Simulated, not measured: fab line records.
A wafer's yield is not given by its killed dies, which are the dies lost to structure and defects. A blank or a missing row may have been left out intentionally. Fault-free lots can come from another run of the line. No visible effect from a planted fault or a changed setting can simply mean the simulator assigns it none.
2 desks looking at one fault / flow gf180mcu / every desk sees just its own numbers, and what lay behind them comes last

== METROLOGY DESK ==
Means of the sampled wafers that have a number, per lot and without regard to the tool the lot ran on: this is what the gauges read. Marked OUT: a lot whose mean sits more than 4 standard deviations from the usual mean, which makes it out of limits; the brackets give that distance.
Columns: A = HV_LDD_CVD_54_THK at GF_HV_LDD_THK_MEAS_55, usual 9.96 nm; B = SALICIDE_TIN_RS at GF_SALICIDE_RS_MEAS_04, usual 16.34 ohm/sq; C = SALICIDE_TIN_THK at GF_SALICIDE_THK_MEAS_05, usual 20.10 nm; D = CONTACT_BOW at GF_CONTACT_BOW_MEAS_05, usual 66 um
lot=L421; first seen here=day 12 09:11; A=9.92; B=16.18; C=20.23; D=65
lot=L422; first seen here=day 12 17:31; A=9.89; B=16.23; C=20.17; D=58
lot=L423; first seen here=day 13 04:01; A=9.87; B=15.84; C=20.00; D=67
lot=L424; first seen here=day 13 08:13; A=9.80; B=16.46; C=20.34; D=64
lot=L425; first seen here=day 13 17:47; A=10.12; B=16.61; C=19.69; D=66
lot=L428; first seen here=day 14 15:50; A=10.29; B=16.48; C=20.56; D=68
lot=L429; first seen here=day 15 02:34; A=9.97; B=16.68; C=20.47; D=57
lot=L430; first seen here=day 15 11:49; A=9.83; B=16.29; C=20.15; D=62
lot=L431; first seen here=day 15 18:08; A=9.89; B=16.53; C=20.22; D=67
lot=L436; first seen here=day 17 15:28; A=9.92; B=16.66; C=19.90; D=68
lot=L437; first seen here=day 17 19:19; A=10.01; B=17.02; C=16.58 (-17) OUT; D=65
lot=L439; first seen here=day 18 10:11; A=10.12; B=18.20 (+6.4) OUT; C=12.88 (-34) OUT; D=66
lot=L444; first seen here=day 20 07:08; A=10.18; B=16.32; C=20.06; D=71
Per this desk, out of limits: L437, L439; the first was L437, day 20 22:54 (SALICIDE_TIN_THK at GF_SALICIDE_THK_MEAS_05). L421, L422, L423, L424, L425, L428, L429, L430, L431, L436, L444: within limits.

== FOR THE TOOL OWNER'S DESK: pvd-sputter-04 ==
At GF_SALICIDE_SPUTTER_03 (material TiN, target thk 20 nm, time 16.7 s) the tool's own readings: per lot run on this tool, the mean of the sampled wafers that have a number. Marked OUT: a lot whose mean sits more than 4 standard deviations from the usual mean, which makes it out of limits; the brackets give that distance.
Columns: A = cathode-dc-power-W at GF_SALICIDE_SPUTTER_03, usual 6500.0 W; B = throttle-valve-pct at GF_SALICIDE_SPUTTER_03, usual 29.9 %
lot=L425; first seen here=day 16 11:36; A=6500.5; B=30.1
lot=L429; first seen here=day 18 00:09; A=6500.4; B=29.4
lot=L431; first seen here=day 18 18:57; A=6500.0; B=30.0
lot=L436; first seen here=day 20 19:46; A=6499.4; B=29.3
lot=L437; first seen here=day 20 22:45; A=6497.6; B=29.5
lot=L439; first seen here=day 21 13:51; A=6500.2; B=30.1
This desk's verdict: no lot among the 6 shows anything out of limits.

== ALL TOGETHER ==
L437, L439 would have let the metrology desk raise an alarm at day 20 22:54.
Nothing out of limits was seen by the tool owner's desk.
Tool owner's desk: L437, L439 on record, inside its limits.
On pvd-sputter-04, each named lot ran GF_SALICIDE_SPUTTER_03.

== WHAT HAD BEEN PUT IN BY THE SIMULATOR ==
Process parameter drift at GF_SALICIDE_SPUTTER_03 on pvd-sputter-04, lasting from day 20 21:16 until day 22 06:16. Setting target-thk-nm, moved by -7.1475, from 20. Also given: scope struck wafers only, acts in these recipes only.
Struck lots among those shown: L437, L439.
Hours from the fault's start to each desk's first reading out of limits: the metrology desk, 2.
